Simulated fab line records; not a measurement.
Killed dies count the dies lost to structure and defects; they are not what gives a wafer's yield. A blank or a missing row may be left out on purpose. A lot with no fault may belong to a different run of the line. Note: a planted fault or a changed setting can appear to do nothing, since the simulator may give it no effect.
2 desks, one fault ; flow gf180mcu ; every desk sees just its own numbers, and what lay behind them comes last

## AT THE TOOL OWNER'S DESK: pvd_sputter-02
The tool's own readings at GF_MIM_SPUTTER_08 (material AlCu, target thk 200 nm, time 10.6 s): means of the sampled wafers that have a number, for each lot that ran on this tool. The brackets show how far a lot's mean lies from the usual mean; more than 4 standard deviations puts the lot out of limits, marked OUT.
Columns: A = cathode_dc_power_W at GF_MIM_SPUTTER_08, usual 10600 W; B = throttle_valve_pct at GF_MIM_SPUTTER_08, usual 30.3 %
lot;first seen here;A;B
L483;day 25 18:32;10600;30.5
L489;day 27 20:50;10113 (-99 or more) OUT;31.1
L490;day 28 06:28;10113 (-99 or more) OUT;31.1
L491;day 28 15:07;10112 (-99 or more) OUT;30.6
L502;day 31 11:23;10601;30.3
This desk finds L489, L490, L491 out of limits, L489 being first, at day 27 20:50 (cathode_dc_power_W at GF_MIM_SPUTTER_08). Within limits: L483, L502.

## AT THE METROLOGY DESK
What the gauges read for every lot (on any tool): the sampled wafers with a number, averaged. The brackets show how far a lot's mean lies from the usual mean; more than 4 standard deviations puts the lot out of limits, marked OUT.
Columns: A = V4_CVD_00_THK at GF_V4_THK_MEAS_01, usual 599 nm; B = V4_BOW at GF_V4_BOW_MEAS_05, usual 138 um; C = V4_OVL at GF_V4_OVL_MEAS_15, usual 3 nm; D = MIM_ALCU_RS at GF_MIM_RS_MEAS_10, usual 0.1608 ohm/sq; E = MIM_ALCU_THK at GF_MIM_THK_MEAS_11, usual 197.8 nm
lot;first seen here;A;B;C;D;E
L480;day 23 12:31;591;119;-5;0.1609;196.7
L483;day 24 18:41;596;132;8;0.1615;198.1
L484;day 25 04:20;601;147;4;0.1596;199.2
L489;day 26 22:30;594;153;12;0.1718 (+5.5) OUT;186.8 (-4.4) OUT
L490;day 27 08:22;593;146;5;0.1699 (+4.5) OUT;190.0
L491;day 27 16:35;604;145;4;0.1716 (+5.4) OUT;187.3 (-4.2) OUT
L497;day 29 08:25;608;133;-6;0.1589;199.3
L498;day 29 11:41;595;128;0;0.1597;198.7
L499;day 29 21:42;598;138;4;0.1632;194.6
L501;day 30 07:40;599;126;7;0.1595;198.5
L502;day 30 15:41;597;138;13;0.1619;195.3
This desk's result: L489, L490, L491 out of limits, first on L489 (MIM_ALCU_RS at GF_MIM_RS_MEAS_10), day 27 20:53. Within limits: L480, L483, L484, L497, L498, L499, L501, L502.

## BROUGHT TOGETHER
An alarm could have come from the tool owner's desk at day 27 20:50, on L489, L490, L491.
On L489, L490, L491, the metrology desk was in a position to raise an alarm at day 27 20:53.
Every lot named ran GF_MIM_SPUTTER_08 on pvd_sputter-02.

## WHAT WAS PUT IN BY THE SIMULATOR
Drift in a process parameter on pvd_sputter-02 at GF_MIM_SPUTTER_08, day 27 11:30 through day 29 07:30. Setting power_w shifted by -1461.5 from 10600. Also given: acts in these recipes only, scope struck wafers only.
Shown lots that were struck: L489, L490, L491.
Counting hours from when the fault started, the first reading out of limits came at 9 for the tool owner's desk and at 9 for the metrology desk.
